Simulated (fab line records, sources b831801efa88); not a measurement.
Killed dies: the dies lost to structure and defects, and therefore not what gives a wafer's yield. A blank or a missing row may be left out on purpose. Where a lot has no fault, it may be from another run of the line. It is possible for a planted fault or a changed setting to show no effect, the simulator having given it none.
Chamber matching ; flow gf180mcu ; 4 sister chambers for GF_SAB_ETCH_11 on rieDiel-01
The step etches SiO2 in C4F8/O2/Ar, target depth 55 nm, time 8.5 s. 8 wafers are shown with their chamber, then 7 later ones without.

WAFERS PAIRED WITH THEIR CHAMBERS
wafer;chamber;oesProductAu (a.u.)
L083.4;3;0.999
L083.5;1;0.989
L083.6;0;0.994
L088.1;1;0.985
L088.2;2;1.002
L088.6;0;1.005
L089.3;3;1.010
L089.4;2;1.004

WAFERS WITHOUT THEIR CHAMBER
wafer;oesProductAu (a.u.)
L089.5;1.008
L096.2;0.992
L096.3;1.014
L096.6;0.985
L097.2;1.017
L097.5;1.004
L097.6;0.982

WHICH CHAMBER EACH WENT THROUGH
wafer;from the rows above;in truth
L089.5;can't be placed: 3 or 2 or 0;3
L096.2;can't be placed: 1 or 0 or 2 or 3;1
L096.3;can't be placed: 3 or 2 or 0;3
L096.6;1;1
L097.2;can't be placed: 3 or 2 or 0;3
L097.5;can't be placed: 3 or 2 or 0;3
L097.6;1;1
Correctly placed: 2 of 7. Can't be placed from these rows: 5 (the true chamber is among the candidates in 5). 0 placed wrongly.
How it was worked out, from the rows above alone: a wafer's distance from a chamber is the root of the sum, over the readings, of the square of ((its reading less the chamber's mean) divided by the reading's scatter). The wafer belongs to the nearest chamber; if the next one is less than 2 further off, it can't be placed. The mean given for a chamber averages the wafers shown for that chamber. The scatter is the square root of a quotient: the sum, over the shown wafers, of each reading's squared deviation from its chamber's mean, divided by wafers minus chambers.
